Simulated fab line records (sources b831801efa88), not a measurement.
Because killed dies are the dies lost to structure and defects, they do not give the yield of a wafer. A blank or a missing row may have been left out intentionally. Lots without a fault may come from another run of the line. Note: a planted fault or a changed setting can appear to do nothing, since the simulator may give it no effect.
Problem report in the 8D (eight disciplines) form, filled by code -- flow sky130 -- the parts of the form that need people (team, actions taken, sign-off) are left out

== 1. WHAT WENT WRONG ==
Mean of cdNm at SKY_VIA1_CD_MEAS_12: 63.0 nm over 3 wafers from 1 lot, against 149.6 nm (standard deviation 1.4) on wafers with no fault. Relative to the usual mean, that is a shift of -62 standard deviations.
The step: target cd 150 nm.
Earliest sighting: wafer L307.1 on cdSem-01 at day 37 12:02. The record has a number at this step for 36 wafers belonging to 12 lots. The rule behind "out" and "out of limits": a value lying over 4 standard deviations away from the usual mean. All remaining wafers that have a number are taken as sound.

== 2. WHAT IT IS AND WHAT IT IS NOT ==
question,is,is not
which readings at this step,cdNm,-
which lots,L307,"L297, L300, L302, L306, L310, L311, L314, L315, L316, L318, L319"
which wafers of those lots,all that have a number,-
read on which gauges,cdSem-01,cdSem-02
when,from day 37 12:02,"up to then (12 sound wafers); but 21 sound wafers of L310, L311, L314, L315, L316, L318, L319 came after"

== 3. WHAT RULES OUT EACH SUSPECT ==
Counting: any tool at a process step up to the reading is kept as a suspect provided that every lot that is out went through it and no sound lot did after the first of them.
- the gauge at SKY_VIA1_CD_MEAS_12: ruled out. All the wafers that are out were read on cdSem-01, but those of them that SKY_VIA1_EXPOSE_09 has rows for are out there too, on other tools.
- krfScanner-02 at SKY_VIA1_EXPOSE_09 (exposes mask VIM, target cd 150 nm): ruled out as a lasting fault. Sound lots L318 ran on it after its first lot that is out, L307 (day 36 23:07).
Left after counting: nothing in the record.

== 4. THE CAUSE (what the simulator had put in) ==
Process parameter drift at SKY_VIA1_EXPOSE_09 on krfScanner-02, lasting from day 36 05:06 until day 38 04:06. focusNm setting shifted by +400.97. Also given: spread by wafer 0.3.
Counting ruled it out, wrongly: the rule takes a fault to strike every lot that its tool runs from its start on, and this one did not.

== 5. THE CHAIN OF EFFECTS, in route order ==
One row per reading whose mean, taken over the struck wafers that have a number, lies over 3 standard deviations from the usual. Scope: only readings with a usual standard deviation given in the record; hours: median across lots of the time from each lot's start at the first step in this table that gives one to its start at this step; sigmas: change in usual standard deviations.
hours,step,reading,usual,on struck wafers,change,sigmas
0,SKY_VIA1_EXPOSE_09,exposureDoseMJCm2,37.96,41.68,+3.72,+69
13,SKY_VIA1_CD_MEAS_12,cdNm,149.6 nm,63.0,-86.6,-62
278,SKY_PAD_OPEN_PROBE_99,defectLimitedYield,82.3 %,21.1,-61.2,-29
278,SKY_PAD_OPEN_PROBE_99,killed_at_M0_to_M3,43,344,+301,+41
278,SKY_PAD_OPEN_PROBE_99,killedDies,87,388,+301,+30
278,SKY_PAD_OPEN_PROBE_99,killedOnRim,17,81,+64,+17
278,SKY_PAD_OPEN_PROBE_99,killedOpen,48,74,+26,+3.4
278,SKY_PAD_OPEN_PROBE_99,sort_bin_5_function,10.5 %,69.6,+59.1,+39
278,SKY_PAD_OPEN_PROBE_99,sortNPass,405,104,-301,-30
278,SKY_PAD_OPEN_PROBE_99,sortYieldPct,82.3 %,21.1,-61.2,-29
It contains these process steps:
- SKY_VIA1_EXPOSE_09: exposes mask VIM, target cd 150 nm.
- SKY_PAD_OPEN_PROBE_99
Later steps that measure or inspect, where all struck wafers having a row at the step show a number for every such reading and not one has moved that far: SKY_VIA1_OVL_MEAS_13.

== 6. WHAT WOULD HAVE CAUGHT IT SOONER ==
31 hours passed between the start of the fault at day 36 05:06 and the first reading out of limits at a measuring or inspecting step in this record, taken at day 37 12:02.
Tool's own readings at SKY_VIA1_EXPOSE_09, exposureDoseMJCm2: out on all struck wafers the step has rows for; an alarm limit on them would have tripped on the first.
